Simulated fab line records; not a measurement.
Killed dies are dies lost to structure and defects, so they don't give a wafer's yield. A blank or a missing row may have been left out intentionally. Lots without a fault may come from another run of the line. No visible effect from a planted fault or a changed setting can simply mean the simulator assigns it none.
Shared-tool check ; flow sky130 ; 11 lots and 33 wafers in the sample

## REASON IT WAS OPENED
At SKY_POLY_GATE_THK_MEAS_21 the reading POLY_GATE_OXIDATION_THK is flagged on 2 of 11 lots. No-fault wafers: 4.03 nm, standard deviation 0.069.
Rule: a lot gets a flag if all its wafers with a number sit over 4 standard deviations from that mean, or if no wafer of it has a number. The rest of the lots are taken to be sound.

lot;measured;on;POLY_GATE_OXIDATION_THK (nm), wafer by wafer;flag
L409;day 15 23:22;filmMetro-01;4.01 3.94 3.98;
L411;day 17 01:47;filmMetro-01;4.01 4.11 4.07;
L412;day 17 07:07;filmMetro-04;4.02 4.07 4.06;
L414;day 18 01:23;filmMetro-04;3.92 3.90 3.96;
L418;day 20 07:44;filmMetro-01;4.07 3.94 3.98;
L421;day 21 12:50;filmMetro-01;5.86 5.91 5.90;FLAGGED
L422;day 22 06:22;filmMetro-02;5.90 5.79 5.90;FLAGGED
L427;day 23 07:59;filmMetro-01;3.99 3.91 3.93;
L428;day 23 12:43;filmMetro-02;4.05 4.00 3.98;
L431;day 24 16:25;filmMetro-01;4.04 3.96 3.99;
L430;day 24 19:43;filmMetro-02;4.03 3.99 3.98;
Average over the flagged lots: 5.88 nm; offset from the usual +1.85 nm, equal to +27 standard deviations.

## EACH LOT AND THE TOOL IT RAN ON
Before the reading, the record contains 3 process steps out of a 708-step route. Cell contents, in order: the tool; ch with the chambers the sampled wafers went through; the start.
lot;flag;SKY_DNWELL_STRIP_08;SKY_VT_ADJUST_LVTN_STRIP_20;SKY_POLY_GATE_OXIDATION_20
L409;;plasmaAsher-01 ch 0,1, day 3 05:14;plasmaAsher-02 ch 0,1, day 7 15:05;furnace-02 ch 0, day 15 22:07
L411;;plasmaAsher-03 ch 0,1, day 3 16:14;plasmaAsher-03 ch 0,1, day 8 04:13;furnace-01 ch 0, day 17 00:32
L412;;plasmaAsher-01 ch 0, day 3 18:05;plasmaAsher-01 ch 0,1, day 8 07:56;furnace-01 ch 0, day 17 05:51
L414;;plasmaAsher-01 ch 0,1, day 4 08:50;plasmaAsher-01 ch 0,1, day 9 00:34;furnace-02 ch 0, day 18 00:08
L418;;plasmaAsher-01 ch 0,1, day 5 13:08;plasmaAsher-01 ch 0,1, day 10 14:49;furnace-01 ch 0, day 20 06:28
L421;FLAGGED;plasmaAsher-01 ch 0,1, day 6 05:08;plasmaAsher-01 ch 0,1, day 11 12:17;furnace-01 ch 0, day 21 11:34
L422;FLAGGED;plasmaAsher-01 ch 0,1, day 6 17:29;plasmaAsher-01 ch 0,1, day 12 03:16;furnace-01 ch 0, day 22 05:07
L427;;plasmaAsher-01 ch 0,1, day 7 11:17;plasmaAsher-02 ch 0,1, day 13 01:56;furnace-02 ch 0, day 23 06:44
L428;;plasmaAsher-01 ch 0,1, day 7 15:10;plasmaAsher-02 ch 0,1, day 13 06:03;furnace-02 ch 0, day 23 11:26
L431;;plasmaAsher-02 ch 0,1, day 8 07:35;plasmaAsher-01 ch 0,1, day 14 04:35;furnace-01 ch 0, day 24 15:10
L430;;plasmaAsher-03 ch 0,1, day 8 08:40;plasmaAsher-03 ch 0, day 14 06:04;furnace-02 ch 0, day 24 18:28
What the steps here do:
- SKY_DNWELL_STRIP_08: strips in O2/N2.
- SKY_VT_ADJUST_LVTN_STRIP_20: strips in O2/N2.
- SKY_POLY_GATE_OXIDATION_20: stabilise 600 s, purge 300 s, target thk 4 nm.
- SKY_POLY_GATE_THK_MEAS_21

## FLAGGED OVER TOTAL, TOOL BY TOOL (the gauges that took the reading come last)
step;tool;lots run;flagged;share of the flagged lots;sound lots run after its first flagged lot
SKY_DNWELL_STRIP_08;plasmaAsher-01;8;2;all;2 (L427,L428)
SKY_DNWELL_STRIP_08;plasmaAsher-02;1;0;none;-
SKY_DNWELL_STRIP_08;plasmaAsher-03;2;0;none;-
SKY_VT_ADJUST_LVTN_STRIP_20;plasmaAsher-01;6;2;all;1 (L431)
SKY_VT_ADJUST_LVTN_STRIP_20;plasmaAsher-02;3;0;none;-
SKY_VT_ADJUST_LVTN_STRIP_20;plasmaAsher-03;2;0;none;-
SKY_POLY_GATE_OXIDATION_20;furnace-01;6;2;all;1 (L431)
SKY_POLY_GATE_OXIDATION_20;furnace-02;5;0;none;-
SKY_POLY_GATE_THK_MEAS_21;filmMetro-01;6;1;some;2 (L427,L431)
SKY_POLY_GATE_THK_MEAS_21;filmMetro-02;3;1;some;2 (L428,L430)
SKY_POLY_GATE_THK_MEAS_21;filmMetro-04;2;0;none;-

## WHAT THE TABLE ALLOWS
3 rows of the table ran every flagged lot: plasmaAsher-01 at SKY_DNWELL_STRIP_08, plasmaAsher-01 at SKY_VT_ADJUST_LVTN_STRIP_20, furnace-01 at SKY_POLY_GATE_OXIDATION_20.
- plasmaAsher-01 at SKY_DNWELL_STRIP_08: 2 of its 8 lots flagged. Sound lots ran on it after the first flagged one (L427, L428), which a lasting fault on the whole tool wouldn't allow.
- plasmaAsher-01 at SKY_VT_ADJUST_LVTN_STRIP_20: 2 of its 6 lots flagged. Sound lots ran on it after the first flagged one (L431), which a lasting fault on the whole tool wouldn't allow.
- furnace-01 at SKY_POLY_GATE_OXIDATION_20: 2 of its 6 lots flagged. Sound lots ran on it after the first flagged one (L431), which a lasting fault on the whole tool wouldn't allow. Its own readings (spikeTcBottomC, spikeTcCentreC, spikeTcLowerC, spikeTcTopC, spikeTcUpperC) fall more than 4 standard deviations out on all wafers of the flagged lots.
Every row of the table either missed a flagged lot or ran a sound lot after the first.

## WHAT THE SIMULATOR HAD PUT IN
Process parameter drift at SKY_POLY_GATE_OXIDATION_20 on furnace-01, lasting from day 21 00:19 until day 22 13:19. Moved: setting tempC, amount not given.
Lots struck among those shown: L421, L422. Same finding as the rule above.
